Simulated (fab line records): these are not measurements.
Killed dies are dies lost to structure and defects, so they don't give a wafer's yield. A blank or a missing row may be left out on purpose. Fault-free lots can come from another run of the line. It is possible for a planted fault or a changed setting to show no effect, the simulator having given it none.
A lot that was struck, set against a sound lot    flow sky130    27 steps out of a route of 708
Sound: wafers L801.3, L801.4, L801.6. Wafers struck: L804.4, L804.5, L804.6. Last of all comes the cause.
For every step that has rows: the tool of each side, followed by ch and its chambers, followed by its first start. Under that, the readings that differ: sound wafers    struck wafers    difference of the means    sigmas: that difference in standard deviations of wafers without a fault.
alike: a reading whose means differ by less than 2 such deviations, as well as words and numbers matching on both sides. not compared: withheld readings; readings where some wafer has no value; bounds like >300 that might hide an equal value; numbers whose values overlap and for which the record gives no deviation.
A row with sigmas, a row that says differs or no value, or rows on one side alone: a step with any of these is where the two part. Numbers that have no deviation but don't overlap get no sigmas and don't part them. A reading missing from all wafers of one side parts the sides only when that side holds two or more wafers.

SKY_FIELD_ISO_OXIDATION_01: stabilise 600 s, purge 300 s, target thk 12 nm.
  sound on furnace-02 ch 0, day 2 03:17; struck on furnace-02 ch 0, day 2 22:33
reading                                          sound              struck                difference  sigmas
oxTimeS (s)                                      1843 1843 1843     2211.6 2211.6 2211.6  +368.6      
model.SiO2_of_FIELD_ISO_OXIDATION_01.thkNm (nm)  12.41 12.25 12.36  14.08 14.01 14.01     +1.69       
  alike: oxTempCMax, spikeTcBottomC, spikeTcCentreC, zonePowerCentrePct, zonePowerUpperPct
SKY_FIELD_ISO_THK_MEAS_02:
  struck on filmMetro-01, day 3 00:05; sound on filmMetro-02, day 2 04:49
reading                          sound              struck             difference  sigmas
FIELD_ISO_OXIDATION_00_THK (nm)  12.42 12.27 12.39  14.10 14.03 14.02  +1.69       +8
then, 22 steps without rows for these wafers: SKY_FIELD_ISO_CVD_03 (deposits Si3N4 from DCS/NH3, target thk 165 nm, time 2830 s); SKY_FIELD_ISO_DEHYDRATE_05 (time 60 s); SKY_FIELD_ISO_HMDS_06 (prime time 60 s); SKY_FIELD_ISO_COAT_07 (resist thk 60 nm); SKY_FIELD_ISO_COAT_08 (resist thk 450 nm); SKY_FIELD_ISO_SOFTBAKE_09 (time 90 s); SKY_FIELD_ISO_EXPOSE_10 (exposes mask FOM, target cd 150 nm); SKY_FIELD_ISO_PEB_11; SKY_FIELD_ISO_DEVELOP_12 (develop time 60 s); SKY_FIELD_ISO_ETCH_14 (etches BARC in N2/H2, stops on SiO2, time 45.9 s, target depth 60 nm); SKY_FIELD_ISO_ETCH_15 (etches the open film in CHF3/O2, stops on Si, target depth 180 nm, time 72 s); SKY_FIELD_ISO_STRIP_16 (strips in O2/N2); SKY_FIELD_ISO_ETCH_17 (etches Si in HBr/Cl2/O2, target depth 342 nm, time 97.7 s); SKY_FIELD_ISO_WET_ETCH_18 (etches Si3N4 in H3PO4, target depth 25 nm, time 286 s); SKY_FIELD_ISO_CLEAN_19 (cleans in SC1/SC2, time 150 s); SKY_FIELD_ISO_CLEAN_20 (cleans in dHF, time 20 s); SKY_FIELD_ISO_WET_ETCH_21 (etches SiO2 in dHF, target depth 20 nm, time 400 s); SKY_FIELD_ISO_OXIDATION_22 (stabilise 600 s, purge 300 s, target thk 10 nm); SKY_FIELD_ISO_CVD_24 (deposits SiO2, target thk 595 nm, time 99.2 s); SKY_FIELD_ISO_ANNEAL_26 (time 1800 s); SKY_FIELD_ISO_CMP_27 (polishes, stops on Si3N4, t overpolish 16 s, target thk 457.8 nm); SKY_FIELD_ISO_WET_ETCH_28 (etches SiO2 in dHF, target depth 23.7 nm, time 47 s).
SKY_FIELD_ISO_WET_ETCH_29: etches Si3N4 in H3PO4, target depth 160 nm, time 1825 s.
  sound on wetBench-01 ch 2, day 3 03:50; struck on wetBench-01 ch 1, day 3 22:37
reading                                          sound              struck           difference  sigmas
model.SiO2_of_FIELD_ISO_OXIDATION_01.thkNm (nm)  12.09 11.93 12.03  13.77 13.7 13.7  +1.71       
  alike: bathHeatDutyPct
then, 1 step without rows for these wafers: SKY_FIELD_ISO_WET_ETCH_30 (etches SiO2 in dHF, target depth 25 nm, time 50 s).
SKY_PAD_OPEN_PROBE_99:
  rows exist in the record for the sound wafers here (prober-01, day 46 20:01), none for the struck ones

WHERE THEY PART
Last at SKY_PAD_OPEN_PROBE_99 as far as this record goes, first at SKY_FIELD_ISO_THK_MEAS_02.

WHY: whatever the simulator had introduced
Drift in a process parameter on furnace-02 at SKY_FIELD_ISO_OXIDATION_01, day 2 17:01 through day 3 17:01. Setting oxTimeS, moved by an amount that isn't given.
